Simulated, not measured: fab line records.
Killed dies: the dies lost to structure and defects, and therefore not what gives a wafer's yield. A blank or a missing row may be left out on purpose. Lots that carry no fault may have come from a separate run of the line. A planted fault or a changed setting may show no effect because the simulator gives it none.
A struck lot beside a sound one + flow gf180mcu + 16 steps out of a route of 602
Sound: these wafers, L507.1, L507.2, L507.3. Struck: wafers L509.1, L509.2, L509.3. At the end, the cause is stated.
For every step that has rows: the tool of each side, followed by ch and its chambers, followed by its first start. Under that, the readings that differ: sound wafers + struck wafers + difference of the means + sigmas: that difference in standard deviations of wafers without a fault.
alike: readings with means less than 2 such deviations apart, plus words and numbers identical on both sides. not compared: withheld readings, readings lacking a value on some wafer, bounds such as >300 that could conceal the same value, and numbers that have no deviation in the record and whose values overlap.
Wherever a step has rows on one side only, a row that says differs or no value, or a row with sigmas, the two part there. Non-overlapping numbers with no deviation appear without sigmas and do not part them. A reading missing from all wafers of one side parts the sides only when that side holds two or more wafers.

GF_V5_CMP_04: polishes SiO2.
  sound on cmp-02 ch 0,1,3, day 31 01:41; struck on cmp-01 ch 0,1,2, day 31 12:04
  alike: motor current A
GF_V5_BOW_MEAS_05:
  struck on film metro-02, day 31 12:19; sound on film metro-04, day 31 01:56
  alike: V5_BOW
then, 8 steps without rows for these wafers: GF_V5_DEHYDRATE_06 (time 60 s); GF_V5_HMDS_07 (prime time 60 s); GF_V5_COAT_08; GF_V5_COAT_09 (resist thk 1000 nm); GF_V5_SOFTBAKE_10 (time 60 s); GF_V5_EXPOSE_11 (exposes mask Via5, target cd 260 nm); GF_V5_PEB_12 (peb time 90 s); GF_V5_DEVELOP_13 (develop time 60 s).
GF_V5_CD_MEAS_14: the cd target is 260 nm.
  struck on cd sem-02, day 32 05:26; sound on cd sem-01, day 31 18:37
  alike: cd nm
GF_V5_OVL_MEAS_15:
  struck on overlay-02, day 32 05:34; sound on overlay-02, day 31 18:44
  alike: V5_OVL
GF_V5_ETCH_16: etches BARC in N2/H2.
  sound on rie diel-02 ch 1,2,3, day 31 18:46; struck on rie diel-02 ch 0,1,2, day 32 05:36
  no value came back on the struck wafers for any of 5 readings (bias w (W), chamber pressure mTorr (mTorr) and others); on the sound wafers bias w (W) reads 100.44 99.87 99.68
GF_V5_ETCH_17: etches SiO2 in C4F8/O2/Ar, stops on TiN, target depth 855 nm.
  sound on rie diel-02 ch 1,2,3; struck on rie diel-02 ch 0,1,2
| reading               | sound             | struck            | difference | sigmas      |
|-----------------------|-------------------|-------------------|------------|-------------|
| oes product au (a.u.) | 0.858 0.859 0.851 | 0.378 0.375 0.376 | -0.480     | -99 or more |
  alike: bias w, chamber pressure mTorr
GF_V5_STRIP_18: strips in O2/N2.
  sound on plasma asher-01 ch 0,1, day 31 18:56; struck on plasma asher-01 ch 0,1, day 32 05:45
| reading               | sound             | struck            | difference | sigmas |
|-----------------------|-------------------|-------------------|------------|--------|
| oes product au (a.u.) | 0.572 0.576 0.569 | 0.588 0.586 0.593 | +0.017     | +4     |
  alike: drypump motor current A, heater power w, platen temp c
  not compared: rf hours counter h
then, 1 step without rows for these wafers: GF_V5_STRIP_19 (strips in post etch residue remover, time 1200 s).

WHERE THEY PART
Earliest at GF_V5_ETCH_16; latest, in this record, at GF_V5_STRIP_18.

WHY: what had been put in by the simulator
Whole step skipped at GF_V5_ETCH_16 on rie diel-02, starting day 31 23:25. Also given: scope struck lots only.
